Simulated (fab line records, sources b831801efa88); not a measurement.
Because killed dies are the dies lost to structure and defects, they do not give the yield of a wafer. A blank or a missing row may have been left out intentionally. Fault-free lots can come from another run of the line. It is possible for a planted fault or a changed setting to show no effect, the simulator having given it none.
Which of the tools did it? / flow sky130 / 14 lots, 42 wafers sampled, at 1 step of a route of 708

WHAT EACH GAUGE READ, for each wafer
SKY_SONOS_ONO_THK_MEAS_05.
lot=L586; measured=day 11 14:35; on=filmMetro-04; SONOS_ONO_CVD_04_THK (nm)=5.69 5.62 5.70
lot=L588; measured=day 12 09:16; on=filmMetro-03; SONOS_ONO_CVD_04_THK (nm)=5.65 5.68 5.76
lot=L590; measured=day 13 00:17; on=filmMetro-03; SONOS_ONO_CVD_04_THK (nm)=5.82 5.88 5.83
lot=L591; measured=day 14 13:42; on=filmMetro-04; SONOS_ONO_CVD_04_THK (nm)=5.65 5.65 5.64
lot=L592; measured=day 14 13:42; on=filmMetro-03; SONOS_ONO_CVD_04_THK (nm)=5.70 5.41 5.47
lot=L594; measured=day 15 06:16; on=filmMetro-03; SONOS_ONO_CVD_04_THK (nm)=5.73 5.70 5.70
lot=L598; measured=day 16 10:51; on=filmMetro-03; SONOS_ONO_CVD_04_THK (nm)=5.69 5.67 5.65
lot=L599; measured=day 16 12:07; on=filmMetro-03; SONOS_ONO_CVD_04_THK (nm)=5.59 5.68 5.64
lot=L600; measured=day 17 02:23; on=filmMetro-04; SONOS_ONO_CVD_04_THK (nm)=5.55 5.63 5.61
lot=L602; measured=day 17 09:40; on=filmMetro-03; SONOS_ONO_CVD_04_THK (nm)=5.74 5.80 5.86
lot=L603; measured=day 17 16:52; on=filmMetro-03; SONOS_ONO_CVD_04_THK (nm)=5.66 5.67 5.65
lot=L605; measured=day 18 10:19; on=filmMetro-01; SONOS_ONO_CVD_04_THK (nm)=5.77 5.83 5.75
lot=L606; measured=day 18 18:10; on=filmMetro-03; SONOS_ONO_CVD_04_THK (nm)=5.63 5.63 5.63
lot=L608; measured=day 19 00:59; on=filmMetro-03; SONOS_ONO_CVD_04_THK (nm)=5.85 5.76 5.77

WHAT TOOL EACH LOT RAN ON (gives the tool, then ch and the chambers of the sampled wafers, and finally the start)
The record shows no process step preceding these readings.

AS READ BY THE TOOLS THEMSELVES (means over the sampled wafers that have a number; for cases with no such wafer, the mark the record gives instead)
The record holds no such reading with a usual standard deviation.

THE ANSWER, worked out from the rows above alone
Rule: the lots themselves supply what counts as usual. Put in order of their means at a reading, lots are off if they are a third of the lots or fewer, leave a main group of 4 or more, and stand apart from it by a gap of 3 or more times the standard deviation of the main group's means; of several such gaps the widest counts. Not used: any main group whose means are identical at the precision the tables above print for the reading. Also off: a lot with no number at a reading for which 4 or more lots have one. The other lots that the step has rows for count as sound. First the gauges in route order, then the tools' own readings, where a lot's mean is used as printed above. At the first step where some lot is off, the reading lying furthest off is the one used; lots without a number count as furthest.
Across all readings shown, no lot is off: no conclusion can be drawn from this.

WHAT HAD BEEN PUT IN BY THE SIMULATOR
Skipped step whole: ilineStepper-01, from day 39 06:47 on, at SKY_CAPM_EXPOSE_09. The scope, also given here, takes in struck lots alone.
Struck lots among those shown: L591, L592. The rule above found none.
